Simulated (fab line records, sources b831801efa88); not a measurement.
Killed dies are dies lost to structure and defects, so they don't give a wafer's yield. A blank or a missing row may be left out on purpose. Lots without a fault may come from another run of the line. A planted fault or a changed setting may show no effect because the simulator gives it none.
One fault seen from 2 desks | flow gf180mcu | each desk has only its own numbers; what lay behind them comes last

THE TOOL OWNER'S DESK: rie_diel-02
The tool's own readings at GF_M5_ETCH_09 (etches Si3N4 in CF4/O2, target depth 52 nm, time 11.6 s): means of the sampled wafers that have a number, for each lot that ran on this tool. A lot is out of limits, marked OUT, if its mean lies more than 4 standard deviations from the usual mean; the brackets give that distance.
Columns: A = drypump_motor_current_A at GF_M5_ETCH_09, usual 5.5 A; B = oes_product_au at GF_M5_ETCH_09, usual 0.997 a.u.; C = rf_fwd_power_W at GF_M5_ETCH_09, usual 783 W; D = throttle_valve_pct at GF_M5_ETCH_09, usual 5.970 %
lot  | first seen here | A   | B     | C   | D
L456 | day 26 10:53    | 5.6 | 0.987 | 786 | 5.973
L459 | day 27 09:53    | 5.4 | 0.994 | 786 | 5.971
L460 | day 27 20:14    | 5.9 | 0.987 | 785 | 5.966
L461 | day 28 02:29    | 5.4 | 0.996 | 786 | 5.977
L474 | day 32 07:37    | 5.5 | 1.000 | 790 | 5.977
L476 | day 32 15:26    | 5.4 | 0.992 | 784 | 5.980
This desk's finding: nothing out of limits on any of the 6 lots.

THE METROLOGY DESK
What the gauges read, lot by lot, whatever tool the lot ran on: means of the sampled wafers that have a number. A lot is out of limits, marked OUT, if its mean lies more than 4 standard deviations from the usual mean; the brackets give that distance.
Columns: A = cd_nm at GF_V5_CD_MEAS_14, usual 260.3 nm; B = PASSIVATION_CVD_02_THK at GF_PASSIVATION_THK_MEAS_03, usual 701 nm
lot  | first seen here | A     | B
L456 | day 27 09:04    | 259.3 | 715
L458 | day 28 05:32    | 259.2 | 697
L459 | day 28 07:12    | 260.6 | 707
L460 | day 28 17:15    | 260.0 | 701
L461 | day 28 23:36    | 259.8 | 705
L472 | day 32 14:50    | 260.5 | 706
L474 | day 33 00:53    | 259.9 | 702
L473 | day 33 01:54    | 258.6 | 704
L476 | day 33 08:42    | 259.7 | 691
L475 | day 33 13:16    | 261.0 | 698
L477 | day 33 17:35    | 261.6 | 694
L478 | day 33 22:20    | 260.8 | 704
This desk's finding: nothing out of limits on any of the 12 lots.

PUT TOGETHER
The tool owner's desk saw nothing out of limits.
The metrology desk saw nothing out of limits.

WHAT THE SIMULATOR HAD PUT IN
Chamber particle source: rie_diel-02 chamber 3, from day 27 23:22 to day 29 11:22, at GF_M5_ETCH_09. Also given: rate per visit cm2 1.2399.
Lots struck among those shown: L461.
